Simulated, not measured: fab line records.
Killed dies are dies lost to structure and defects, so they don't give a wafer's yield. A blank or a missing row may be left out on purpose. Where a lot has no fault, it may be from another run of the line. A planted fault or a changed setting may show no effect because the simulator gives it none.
Which tool is to blame? / flow sky130 / 11 lots, 33 wafers sampled, at 1 step of a route of 708

## WHAT THE GAUGES SHOWED, per wafer
SKY_CAPM_OVL_MEAS_12.
lot=L968; measured=day 37 17:13; on=overlay-01; CAPM_OVL (nm)=-0.5 -1.3 -2.7
lot=L969; measured=day 37 20:19; on=overlay-01; CAPM_OVL (nm)=-2.9 -0.3 -0.3
lot=L970; measured=day 37 22:43; on=overlay-01; CAPM_OVL (nm)=-0.9 -0.5 -1.6
lot=L971; measured=day 38 09:16; on=overlay-01; CAPM_OVL (nm)=-1.2 -0.3 -1.0
lot=L975; measured=day 39 14:16; on=overlay-02; CAPM_OVL (nm)=-0.4 -0.2 -2.5
lot=L976; measured=day 39 21:22; on=overlay-01; CAPM_OVL (nm)=-0.7 0.2 -1.2
lot=L982; measured=day 42 09:37; on=overlay-01; CAPM_OVL (nm)=0.4 -1.0 -0.4
lot=L983; measured=day 42 10:16; on=overlay-01; CAPM_OVL (nm)=-0.3 -0.4 -0.4
lot=L984; measured=day 42 10:16; on=overlay-02; CAPM_OVL (nm)=-0.9 -1.8 0.9
lot=L988; measured=day 43 01:07; on=overlay-02; CAPM_OVL (nm)=-2.3 -1.0 -2.5
lot=L989; measured=day 43 13:55; on=overlay-02; CAPM_OVL (nm)=-0.4 -1.8 -0.2

## EACH LOT AND THE TOOL THAT RAN IT (in order: tool; ch and the chambers of the sampled wafers; start)
The record shows no process step preceding these readings.

## WHAT THE TOOLS THEMSELVES READ (means of the sampled wafers that have a number; where no wafer has one, the mark that the record gives instead)
The record holds no such reading with a usual standard deviation.

## THE ANSWER, worked out from the rows above alone
Rule: what is usual is taken from the lots themselves. Put in order of their means at a reading, lots are off if they are a third of the lots or fewer, leave a main group of 4 or more, and stand apart from it by a gap of 3 or more times the standard deviation of the main group's means; of several such gaps the widest counts. A main group is skipped when, at the precision printed for the reading in the tables above, its means are all equal. Also off: a lot with no number at a reading for which 4 or more lots have one. The other lots that the step has rows for count as sound. First the gauges in route order, then the tools' own readings, where a lot's mean is used as printed above. The first step at which some lot is off is used, and at that step the reading that is off furthest; a lot without a number counts as furthest.
Nothing can be told from this: no lot is off at any reading shown.

## WHAT THE SIMULATOR PUT IN
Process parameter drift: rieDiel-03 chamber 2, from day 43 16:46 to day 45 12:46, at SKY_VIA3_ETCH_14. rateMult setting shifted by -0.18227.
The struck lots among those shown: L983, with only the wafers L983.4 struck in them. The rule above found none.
